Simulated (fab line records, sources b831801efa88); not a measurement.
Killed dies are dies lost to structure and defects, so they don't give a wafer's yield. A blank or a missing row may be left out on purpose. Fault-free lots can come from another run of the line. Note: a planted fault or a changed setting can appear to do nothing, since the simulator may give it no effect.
The same fault as seen by 2 desks | flow sfq_line | each desk holds nothing but its own numbers, with what lay behind them at the end

FOR THE TOOL OWNER'S DESK: pvd_sputter-04
The tool's own readings at SFQ_TRILAYER_JJ_TRILAYER_DEP_SPUTTER_112 (material Nb, target thk 170 nm, time 113.3 s): means of the sampled wafers that have a number, for each lot that ran on this tool. A lot is out of limits, marked OUT, if its mean lies more than 4 standard deviations from the usual mean; the brackets give that distance.
Columns: A = throttle_valve_pct at SFQ_TRILAYER_JJ_TRILAYER_DEP_SPUTTER_112, usual 30.1 %
lot  | first seen here | A
L251 | day 46 16:29    | 29.7
L254 | day 50 15:35    | 29.6
L260 | day 54 13:59    | 30.7
L263 | day 55 06:49    | 30.1
Finding of this desk: none of the 4 lots has anything out of limits.

THE METROLOGY DESK
Lot by lot, what the gauges showed, no matter which tool ran the lot: averages of those sampled wafers that carry a number. A lot is out of limits, marked OUT, if its mean lies more than 4 standard deviations from the usual mean; the brackets give that distance.
Columns: A = I2_OVL at SFQ_I2_OVL_MEAS_918, usual 0 nm; B = I4_BOW at SFQ_I4_BOW_MEAS_927, usual 6 um; C = JJ_NB_RS at SFQ_JJ_RS_MEAS_929, usual 1.047 ohm/sq
lot  | first seen here | A  | B  | C
L248 | day 30 05:14    | 1  | 10 | 1.030
L249 | day 30 17:13    | 0  | 10 | 1.038
L250 | day 33 10:11    | 4  | 6  | 1.062
L251 | day 33 13:47    | 4  | 11 | 1.041
L254 | day 39 04:02    | -1 | 6  | 1.057
L255 | day 39 12:34    | 5  | -4 | 1.047
L260 | day 41 23:43    | 3  | 1  | 1.031
L263 | day 42 14:14    | -2 | 2  | 1.031
L266 | day 43 22:47    | -2 | 11 | 1.037
L267 | day 44 06:00    | 1  | 13 | 1.053
L268 | day 44 14:23    | -7 | 3  | 1.041
L269 | day 45 01:12    | -3 | 8  | 1.050
L270 | day 45 12:00    | -2 | -3 | 1.045
L271 | day 45 19:11    | -5 | 2  | 1.043
Finding of this desk: none of the 14 lots has anything out of limits.

BROUGHT TOGETHER
Nothing out of limits was seen by the tool owner's desk.
Metrology desk: nothing out of limits seen.

WHAT THE SIMULATOR PUT IN
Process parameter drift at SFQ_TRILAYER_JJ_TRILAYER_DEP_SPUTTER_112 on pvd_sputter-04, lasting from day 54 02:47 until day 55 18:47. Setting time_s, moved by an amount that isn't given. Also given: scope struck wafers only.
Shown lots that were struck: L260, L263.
